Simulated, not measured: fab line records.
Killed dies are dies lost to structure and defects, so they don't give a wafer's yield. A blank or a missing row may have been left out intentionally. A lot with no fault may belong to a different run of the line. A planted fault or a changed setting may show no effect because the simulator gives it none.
A lot that was struck, set against a sound lot + flow gf180mcu + 18 out of 602 route steps
Sound: the wafers L823.1, L823.2, L823.3. Wafers L818.1, L818.2, L818.4 were the ones struck. The cause comes at the end.
Order at every step that has rows: each side's tool, ch and its chambers, its first start. Under that, the readings that differ: sound wafers + struck wafers + difference of the means + sigmas: that difference in standard deviations of wafers without a fault.
alike: readings with means less than 2 such deviations apart, plus words and numbers identical on both sides. not compared: withheld readings, readings lacking a value on some wafer, bounds such as >300 that could conceal the same value, and numbers that have no deviation in the record and whose values overlap.
The two part at a step that has a row with sigmas, a row that says differs or no value, or rows on one side only. Numbers that have no deviation but don't overlap get no sigmas and don't part them. A reading that every wafer of one side lacks parts them only if that side has two wafers or more.

first, 3 steps without rows for these wafers: GF_V4_EXPOSE_11 (exposes mask Via4, target cd 260 nm); GF_V4_PEB_12 (peb time 90 s); GF_V4_DEVELOP_13 (develop time 60 s).
GF_V4_CD_MEAS_14: target cd 260 nm.
  sound on cd sem-01, day 28 00:52; struck on cd sem-01, day 26 07:35
  alike: cd nm
GF_V4_OVL_MEAS_15:
  sound on overlay-01, day 28 00:59; struck on overlay-02, day 26 07:43
  alike: V4_OVL
GF_V4_ETCH_16: etches BARC in N2/H2.
  sound on rie diel-04 ch 0,1,3, day 28 01:01; struck on rie diel-04 ch 0,1,2, day 26 07:45
  alike: drypump motor current A, oes product au, throttle valve pct
then, 1 step without rows for these wafers: GF_V4_ETCH_17 (etches SiO2 in C4F8/O2/Ar, stops on TiN, target depth 630 nm).
GF_V4_STRIP_18: strips in O2/N2.
  sound on plasma asher-03 ch 0,1, day 28 01:08; struck on plasma asher-04 ch 0,1, day 26 07:53
  alike: drypump motor current A, heater power w, oes product au
  not compared: rf hours counter h
then, 2 steps without rows for these wafers: GF_V4_STRIP_19 (strips in post etch residue remover, time 1200 s); GF_V4_CLEAN_20 (cleans in DIW).
GF_V4_SPUTTER_21: material Ti, target thk 15 nm, time 80.02 s.
  sound on pvd sputter-03, day 28 01:41; struck on pvd sputter-03, day 26 08:25
  alike: cathode dc power W, substrate temp c, throttle valve pct
GF_V4_SPUTTER_22: material TiN, target thk 10 nm, time 40 s.
  sound on pvd sputter-03, day 28 01:45; struck on pvd sputter-03, day 26 08:28
  alike: cathode dc power W, throttle valve pct
GF_V4_CVD_23: deposits W, target thk 350 nm, time 104.9 s.
  sound on cvd w-01 ch 0, day 28 01:47; struck on cvd w-02 ch 0,1, day 26 08:31
| reading                          | sound             | struck            | difference | sigmas      |
|----------------------------------|-------------------|-------------------|------------|-------------|
| chamber pressure Torr (Torr)     | 40.11 40.02 39.98 | 28.18 28.17 28.19 | -11.86     | -99 or more |
| heater power w (W)               | 824 809 809       | 907 1027 1027     | +173       | +2          |
| model.W_of_V4_CVD_23.thk nm (nm) | 348.7 348.8 347.5 | 291.3 288.5 289   | -58.7      |             |
  not compared: since wet clean h
GF_V4_RS_MEAS_24: a four-point-probe measurement.
  sound on film metro-01, day 28 02:01; struck on film metro-03, day 26 08:37
| reading          | sound             | struck            | difference | sigmas |
|------------------|-------------------|-------------------|------------|--------|
| V4_W_RS (ohm/sq) | 0.328 0.328 0.329 | 0.395 0.399 0.398 | +0.069     | +19    |
GF_V4_THK_MEAS_25: measures by xrf.
  sound on film metro-01, day 28 02:08; struck on film metro-03, day 26 08:44
| reading       | sound       | struck      | difference | sigmas |
|---------------|-------------|-------------|------------|--------|
| V4_W_THK (nm) | 352 353 353 | 297 294 296 | -57        | -10    |
GF_V4_CMP_26: polishes, stops on SiO2, t overpolish 15 s, target thk 0 nm.
  sound on cmp-01 ch 0,2,3, day 28 02:20; struck on cmp-01 ch 1,2,3, day 26 08:51
| reading                | sound    | struck   | difference | sigmas |
|------------------------|----------|----------|------------|--------|
| time to endpoint s (s) | 84 88 87 | 64 69 70 | -19        | -6     |
  alike: motor current A
GF_MIM_SPUTTER_00: material Ti, target thk 37.5 nm, time 150 s.
  sound on pvd sputter-02, day 28 02:35; struck on pvd sputter-04, day 26 09:06
  alike: cathode dc power W, substrate temp c, throttle valve pct
after that, 1 step had no rows for these wafers: GF_PASSIVATION_PROBE_99.

## WHERE THEY PART
First at GF_V4_CVD_23; last, within this record, at GF_V4_CMP_26. Later steps at which nothing parts them and some readings are alike: GF_MIM_SPUTTER_00.

WHY: what the simulator had put in
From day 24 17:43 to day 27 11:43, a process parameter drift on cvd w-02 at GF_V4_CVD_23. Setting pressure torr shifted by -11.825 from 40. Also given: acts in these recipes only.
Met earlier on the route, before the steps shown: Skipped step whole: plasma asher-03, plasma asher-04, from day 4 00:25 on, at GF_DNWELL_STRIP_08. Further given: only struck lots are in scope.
